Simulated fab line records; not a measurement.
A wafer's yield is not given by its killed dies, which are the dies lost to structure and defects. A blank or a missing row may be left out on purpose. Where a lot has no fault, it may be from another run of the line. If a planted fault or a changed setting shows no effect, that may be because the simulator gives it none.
Shared-tool check :: flow gf180mcu :: 14 lots, 42 wafers sampled

== THE REASON FOR OPENING IT ==
At GF_HV_LDD_TW_MEAS_50 the reading HV_LDD_4_TW is flagged on 2 of 14 lots. No-fault wafers: 569, standard deviation 7.2.
Rule: a lot gets a flag if all its wafers with a number sit over 4 standard deviations from that mean, or if no wafer of it has a number. All remaining lots are regarded as sound.

lot: L217
measured: day 12 12:59
on: filmMetro-03
HV_LDD_4_TW, wafer by wafer: 567 567 565
flag: 

lot: L218
measured: day 13 06:07
on: filmMetro-03
HV_LDD_4_TW, wafer by wafer: 561 565 564
flag: 

lot: L219
measured: day 13 23:22
on: filmMetro-03
HV_LDD_4_TW, wafer by wafer: 562 562 563
flag: 

lot: L221
measured: day 14 05:55
on: filmMetro-04
HV_LDD_4_TW, wafer by wafer: 575 573 572
flag: 

lot: L223
measured: day 15 00:35
on: filmMetro-01
HV_LDD_4_TW, wafer by wafer: 577 579 578
flag: 

lot: L225
measured: day 15 18:46
on: filmMetro-03
HV_LDD_4_TW, wafer by wafer: 557 559 557
flag: 

lot: L226
measured: day 15 20:22
on: filmMetro-04
HV_LDD_4_TW, wafer by wafer: 579 573 577
flag: 

lot: L227
measured: day 15 20:39
on: filmMetro-04
HV_LDD_4_TW, wafer by wafer: 574 581 576
flag: 

lot: L228
measured: day 16 05:26
on: filmMetro-03
HV_LDD_4_TW, wafer by wafer: 565 562 560
flag: 

lot: L229
measured: day 16 21:16
on: filmMetro-01
HV_LDD_4_TW, wafer by wafer: 575 574 575
flag: 

lot: L232
measured: day 17 20:20
on: filmMetro-04
HV_LDD_4_TW, wafer by wafer: 579 578 576
flag: 

lot: L234
measured: day 18 07:14
on: filmMetro-04
HV_LDD_4_TW, wafer by wafer: 575 573 574
flag: 

lot: L239
measured: day 20 07:05
on: filmMetro-03
HV_LDD_4_TW, wafer by wafer: 885 885 885
flag: FLAGGED

lot: L240
measured: day 20 16:36
on: filmMetro-04
HV_LDD_4_TW, wafer by wafer: 893 899 894
flag: FLAGGED
The numbers of the flagged lots are 890 on average: +321 against the usual, or +45 standard deviations.

== LOT BY LOT: THE TOOL USED ==
The record holds 1 process step before the reading, out of a route of 602 steps. Every cell lists first the tool, next ch and the chambers used by the sampled wafers, and last the start.
lot: L217
flag: 
GF_HV_LDD_IMPLANT_48: implanter-01 ch 0, day 12 12:44

lot: L218
flag: 
GF_HV_LDD_IMPLANT_48: implanter-02 ch 0, day 13 05:52

lot: L219
flag: 
GF_HV_LDD_IMPLANT_48: implanter-01 ch 0, day 13 23:07

lot: L221
flag: 
GF_HV_LDD_IMPLANT_48: implanter-04 ch 0, day 14 05:40

lot: L223
flag: 
GF_HV_LDD_IMPLANT_48: implanter-04 ch 0, day 15 00:20

lot: L225
flag: 
GF_HV_LDD_IMPLANT_48: implanter-04 ch 0, day 15 18:31

lot: L226
flag: 
GF_HV_LDD_IMPLANT_48: implanter-01 ch 0, day 15 20:10

lot: L227
flag: 
GF_HV_LDD_IMPLANT_48: implanter-04 ch 0, day 15 20:25

lot: L228
flag: 
GF_HV_LDD_IMPLANT_48: implanter-01 ch 0, day 16 05:10

lot: L229
flag: 
GF_HV_LDD_IMPLANT_48: implanter-04 ch 0, day 16 21:01

lot: L232
flag: 
GF_HV_LDD_IMPLANT_48: implanter-02 ch 0, day 17 20:05

lot: L234
flag: 
GF_HV_LDD_IMPLANT_48: implanter-01 ch 0, day 18 06:59

lot: L239
flag: FLAGGED
GF_HV_LDD_IMPLANT_48: implanter-04 ch 0, day 20 06:52

lot: L240
flag: FLAGGED
GF_HV_LDD_IMPLANT_48: implanter-04 ch 0, day 20 16:22
What the steps here do:
- GF_HV_LDD_IMPLANT_48
- GF_HV_LDD_TW_MEAS_50

== FLAGGED OVER TOTAL, TOOL BY TOOL (the gauges that took the reading come last) ==
step: GF_HV_LDD_IMPLANT_48
tool: implanter-01
lots run: 5
flagged: 0
share of the flagged lots: none
sound lots run after its first flagged lot: -

step: GF_HV_LDD_IMPLANT_48
tool: implanter-02
lots run: 2
flagged: 0
share of the flagged lots: none
sound lots run after its first flagged lot: -

step: GF_HV_LDD_IMPLANT_48
tool: implanter-04
lots run: 7
flagged: 2
share of the flagged lots: all
sound lots run after its first flagged lot: 0

step: GF_HV_LDD_TW_MEAS_50
tool: filmMetro-01
lots run: 2
flagged: 0
share of the flagged lots: none
sound lots run after its first flagged lot: -

step: GF_HV_LDD_TW_MEAS_50
tool: filmMetro-03
lots run: 6
flagged: 1
share of the flagged lots: some
sound lots run after its first flagged lot: 0

step: GF_HV_LDD_TW_MEAS_50
tool: filmMetro-04
lots run: 6
flagged: 1
share of the flagged lots: some
sound lots run after its first flagged lot: 0

== WHAT IS ALLOWED BY THE TABLE ==
Rows of the table that ran each flagged lot: 1, that is implanter-04 at GF_HV_LDD_IMPLANT_48.
- implanter-04 at GF_HV_LDD_IMPLANT_48: 2 of its 7 lots flagged. Last sound lot L229 at day 16 21:01, first flagged lot L239 at day 20 06:52; a fault beginning in between fits.
implanter-04 at GF_HV_LDD_IMPLANT_48 is the single tool remaining.

== WHAT WAS PUT IN BY THE SIMULATOR ==
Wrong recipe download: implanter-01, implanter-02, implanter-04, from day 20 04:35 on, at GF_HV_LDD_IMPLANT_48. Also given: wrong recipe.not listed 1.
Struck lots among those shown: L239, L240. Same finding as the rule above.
